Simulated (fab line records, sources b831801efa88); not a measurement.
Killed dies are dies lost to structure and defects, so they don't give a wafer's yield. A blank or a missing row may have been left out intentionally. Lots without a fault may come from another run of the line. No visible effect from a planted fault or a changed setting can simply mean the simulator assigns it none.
Chamber matching | flow sky130 | SKY_LI_CONTACT_ETCH_14 on rie_diel-02: 4 sister chambers
The step etches BARC in N2/H2, stops on SiO2, time 45.9 s, target depth 60 nm. 16 wafers are shown with their chamber, then 8 later ones without.

## EACH WAFER AND ITS CHAMBER
wafer  | chamber | drypump_motor_current_A (A) | bias_w (W) | throttle_valve_pct (%)
L364.2 | 0       | 6.4                         | 100.0      | 13.213
L364.3 | 1       | 5.6                         | 99.7       | 13.222
L364.6 | 1       | 5.6                         | 99.8       | 13.210
L365.1 | 3       | 5.7                         | 99.4       | 13.225
L365.2 | 0       | 6.3                         | 100.3      | 13.227
L365.5 | 0       | 6.3                         | 100.2      | 13.236
L366.2 | 0       | 6.3                         | 99.8       | 13.238
L366.3 | 1       | 5.6                         | 100.2      | 13.233
L366.4 | 3       | 5.7                         | 100.0      | 13.223
L367.2 | 1       | 5.6                         | 100.1      | 13.219
L367.5 | 0       | 6.3                         | 100.0      | 13.240
L367.6 | 1       | 5.7                         | 100.0      | 13.220
L369.1 | 0       | 6.3                         | 99.9       | 13.222
L369.2 | 3       | 5.7                         | 99.8       | 13.224
L369.3 | 2       | 6.2                         | 100.5      | 13.233
L371.1 | 0       | 6.3                         | 99.9       | 13.216

SIGNATURES (averages over the wafers above)
reading                 | chamber 0 | chamber 1 | chamber 2 | chamber 3 | scatter within a chamber
drypump_motor_current_A | 6.314     | 5.620     | 6.200     | 5.700     | 0.0372
bias_w                  | 100.014   | 99.960    | 100.500   | 99.733    | 0.214
throttle_valve_pct      | 13.22743  | 13.22080  | 13.23300  | 13.22400  | 0.00906
Rule: for each reading, subtract the chamber's mean from the wafer's reading, divide by that reading's scatter and square the result; add these up over the readings and take the root, which gives the wafer's distance from the chamber. The wafer belongs to the nearest chamber; if the next one is less than 2 further off, it can't be placed. The scatter: the root of (the sum of the squares of (reading less its chamber's mean) over the shown wafers, divided by (wafers less chambers)).

## WAFERS MISSING THEIR CHAMBER
wafer  | drypump_motor_current_A (A) | bias_w (W) | throttle_valve_pct (%)
L371.2 | 5.6                         | 100.2      | 13.219
L371.5 | 6.3                         | 100.8      | 13.227
L376.2 | 5.7                         | 100.4      | 13.204
L376.5 | 5.6                         | 100.3      | 13.225
L376.6 | 6.3                         | 100.6      | 13.225
L378.2 | 5.6                         | 99.5       | 13.235
L378.4 | 5.7                         | 100.2      | 13.212
L378.5 | 6.3                         | 99.8       | 13.218

## WHICH CHAMBER EACH WENT THROUGH
wafer  | from the rows above     | in truth
L371.2 | 1                       | 1
L371.5 | can't be placed: 2 or 0 | 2
L376.2 | can't be placed: 1 or 3 | 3
L376.5 | 1                       | 1
L376.6 | can't be placed: 0 or 2 | 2
L378.2 | can't be placed: 1 or 3 | 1
L378.4 | can't be placed: 3 or 1 | 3
L378.5 | 0                       | 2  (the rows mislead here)
2 of 8 placed correctly. Unplaceable from these rows: 5, with the true chamber sitting among the candidates in 5. Placed wrongly: 1.
